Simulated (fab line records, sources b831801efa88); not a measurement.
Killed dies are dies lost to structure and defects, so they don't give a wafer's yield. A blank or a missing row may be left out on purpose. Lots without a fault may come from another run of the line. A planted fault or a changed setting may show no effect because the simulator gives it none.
Which tool did it? | flow gf180mcu | 6 lots, 18 wafers sampled, at 2 steps of a route of 602

WHAT THE GAUGES READ, wafer by wafer
GF_VT_IMPLANT_RS_MEAS_47: measures by four-point-probe.
lot  | measured     | on            | NWELL_RS (ohm/sq)
L328 | day 7 19:55  | film_metro-01 | 489.1 487.9 489.0
L331 | day 8 14:55  | film_metro-01 | 488.3 488.6 488.7
L334 | day 9 14:52  | film_metro-02 | 487.7 486.7 489.6
L337 | day 10 09:38 | film_metro-04 | 487.4 487.2 488.8
L342 | day 11 19:49 | film_metro-02 | 487.1 487.7 487.7
L347 | day 13 02:20 | film_metro-04 | 481.7 481.0 480.5

WHICH TOOL RAN EACH LOT (tool, then ch and the chambers of the sampled wafers, then the start)
lot  | GF_NWELL_IMPLANT_09
L328 | implanter-03 ch 0, day 3 13:02
L331 | implanter-03 ch 0, day 4 04:41
L334 | implanter-03 ch 0, day 5 00:13
L337 | implanter-01 ch 0, day 5 15:15
L342 | implanter-01 ch 0, day 6 18:26
L347 | implanter-03 ch 0, day 7 19:58
- GF_NWELL_IMPLANT_09

THE ANSWER, worked out from the rows above alone
Rule: what is usual is taken from the lots themselves. Put in order of their means at a reading, lots are off if they are a third of the lots or fewer, leave a main group of 4 or more, and stand apart from it by a gap of 3 or more times the standard deviation of the main group's means; of several such gaps the widest counts. A main group whose means are all the same, to the digits that the tables above print for the reading, isn't used. A lot without any number at a reading at which 4 lots or more have one is off too. The other lots that the step has rows for count as sound.
Off: L347, at GF_VT_IMPLANT_RS_MEAS_47 (NWELL_RS). The main group: mean 488.1 ohm/sq, standard deviation 0.44.
A tool fits if, at a process step before that reading, it ran every lot that is off, and no sound lot after the first of them. The gauges at GF_VT_IMPLANT_RS_MEAS_47 are tried like those tools. Can't be told from this: 2 tools fit, implanter-03 at GF_NWELL_IMPLANT_09, film_metro-04 at GF_VT_IMPLANT_RS_MEAS_47.

WHAT THE SIMULATOR HAD PUT IN
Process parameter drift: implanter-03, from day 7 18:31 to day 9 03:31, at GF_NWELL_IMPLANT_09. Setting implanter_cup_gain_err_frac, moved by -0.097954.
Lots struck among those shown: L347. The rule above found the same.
